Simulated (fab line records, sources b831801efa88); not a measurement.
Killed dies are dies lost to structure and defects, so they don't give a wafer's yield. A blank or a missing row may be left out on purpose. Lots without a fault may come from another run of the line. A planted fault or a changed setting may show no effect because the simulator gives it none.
Which tool did it? | flow sky130 | 13 lots, 39 wafers sampled, at 2 steps of a route of 708

WHAT THE GAUGES READ, wafer by wafer
SKY_LDD_HVP_TW_MEAS_10.
lot  | measured     | on            | LDD_HVP_TW
L445 | day 23 09:02 | film_metro-03 | 455 456 455
L446 | day 23 12:20 | film_metro-03 | 456 459 458
L444 | day 23 12:47 | film_metro-04 | 462 459 460
L448 | day 24 11:59 | film_metro-04 | 462 461 457
L450 | day 24 17:34 | film_metro-04 | 461 462 460
L451 | day 25 14:42 | film_metro-03 | 460 462 460
L452 | day 25 19:02 | film_metro-03 | 459 461 461
L455 | day 27 03:41 | film_metro-02 | 453 452 455
L457 | day 27 04:05 | film_metro-02 | 454 453 452
L458 | day 27 21:41 | film_metro-04 | 463 463 463
L461 | day 28 08:07 | film_metro-02 | 451 453 453
L464 | day 29 13:23 | film_metro-04 | 463 462 462
L466 | day 30 07:59 | film_metro-04 | 458 457 461

SKY_SPACER_THK_MEAS_01.
lot  | measured     | on            | SPACER_CVD_00_THK (nm)
L445 | day 24 16:38 | film_metro-03 | 42.5 43.2 43.1
L446 | day 24 20:02 | film_metro-02 | 42.8 42.3 42.5
L444 | day 24 21:13 | film_metro-02 | 42.7 42.8 43.1
L448 | day 25 19:57 | film_metro-02 | 43.1 43.1 43.2
L450 | day 26 01:02 | film_metro-03 | 43.0 42.9 42.9
L451 | day 26 23:26 | film_metro-02 | 43.3 43.5 43.1
L452 | day 27 02:35 | film_metro-02 | 42.9 43.1 43.2
L455 | day 28 10:07 | film_metro-03 | 42.5 42.5 42.4
L457 | day 28 12:23 | film_metro-02 | 42.7 42.8 43.0
L458 | day 29 05:08 | film_metro-01 | 42.9 42.8 42.7
L461 | day 29 15:37 | film_metro-03 | 44.0 43.4 43.6
L464 | day 30 20:17 | film_metro-02 | 42.7 42.7 43.1
L466 | day 31 14:35 | film_metro-02 | 42.6 42.9 43.0

WHICH TOOL RAN EACH LOT (tool, then ch and the chambers of the sampled wafers, then the start)
The record holds no process step before these readings.

WHAT THE TOOLS THEMSELVES READ (means of the sampled wafers that have a number; where no wafer has one, the mark that the record gives instead)
The record holds no such reading with a usual standard deviation.

THE ANSWER, worked out from the rows above alone
Rule: what is usual is taken from the lots themselves. Put in order of their means at a reading, lots are off if they are a third of the lots or fewer, leave a main group of 4 or more, and stand apart from it by a gap of 3 or more times the standard deviation of the main group's means; of several such gaps the widest counts. A main group whose means are all the same, to the digits that the tables above print for the reading, isn't used. A lot without any number at a reading at which 4 lots or more have one is off too. The other lots that the step has rows for count as sound. The gauges are gone through in route order, then the tools' own readings, and for those a lot's mean is taken as printed above. The first step at which some lot is off is used, and at that step the reading that is off furthest; a lot without a number counts as furthest.
No lot is off at any reading shown: from this, nothing can be told.

WHAT THE SIMULATOR HAD PUT IN
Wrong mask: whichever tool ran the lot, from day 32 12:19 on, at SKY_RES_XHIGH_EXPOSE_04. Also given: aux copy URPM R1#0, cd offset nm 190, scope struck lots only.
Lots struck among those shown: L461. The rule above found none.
